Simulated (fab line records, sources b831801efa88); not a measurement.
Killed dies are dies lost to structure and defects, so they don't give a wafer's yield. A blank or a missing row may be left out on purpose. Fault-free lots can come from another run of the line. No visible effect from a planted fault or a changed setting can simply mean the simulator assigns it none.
Chamber matching / flow gf180mcu / GF_SAB_CVD_00 on pecvd-02: 3 sister chambers
The step deposits SiO2 from TEOS, target thk 50 nm, time 4.9302 s. 3 wafers are shown with their chamber, then 8 later ones without.

== WAFERS, EACH WITH ITS CHAMBER ==
wafer=L338.6; chamber=0; heater-power-w (W)=848
wafer=L340.4; chamber=2; heater-power-w (W)=502
wafer=L347.2; chamber=1; heater-power-w (W)=788

== WAFERS WITHOUT THEIR CHAMBER ==
wafer=L347.3; heater-power-w (W)=526
wafer=L347.5; heater-power-w (W)=778
wafer=L353.2; heater-power-w (W)=784
wafer=L353.5; heater-power-w (W)=517
wafer=L353.6; heater-power-w (W)=748
wafer=L354.1; heater-power-w (W)=721
wafer=L354.4; heater-power-w (W)=732
wafer=L354.5; heater-power-w (W)=763

== EACH ONE'S CHAMBER ==
wafer=L347.3; from the rows above=2; in truth=2
wafer=L347.5; from the rows above=can't be placed: 1 or 0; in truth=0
wafer=L353.2; from the rows above=can't be placed: 1 or 0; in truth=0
wafer=L353.5; from the rows above=2; in truth=2
wafer=L353.6; from the rows above=can't be placed: 1 or 0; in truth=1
wafer=L354.1; from the rows above=can't be placed: 1 or 0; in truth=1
wafer=L354.4; from the rows above=can't be placed: 1 or 0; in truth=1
wafer=L354.5; from the rows above=can't be placed: 1 or 0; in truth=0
Placed correctly: 2 of 8. From these rows, 6 cannot be placed; in 6 the true chamber is one of the candidates. Number placed wrongly: 0.
How it was worked out, from the rows above alone: a wafer's distance from a chamber is the root of the sum, over the readings, of the square of ((its reading less the chamber's mean) divided by the reading's scatter). The wafer belongs to the nearest chamber; if the next one is less than 2 further off, it can't be placed. For every chamber, the mean is computed from those of its wafers that are shown. The scatter: with one shown wafer a chamber, the root of the mean of the squares of how far each hidden wafer lies from its nearest shown one.
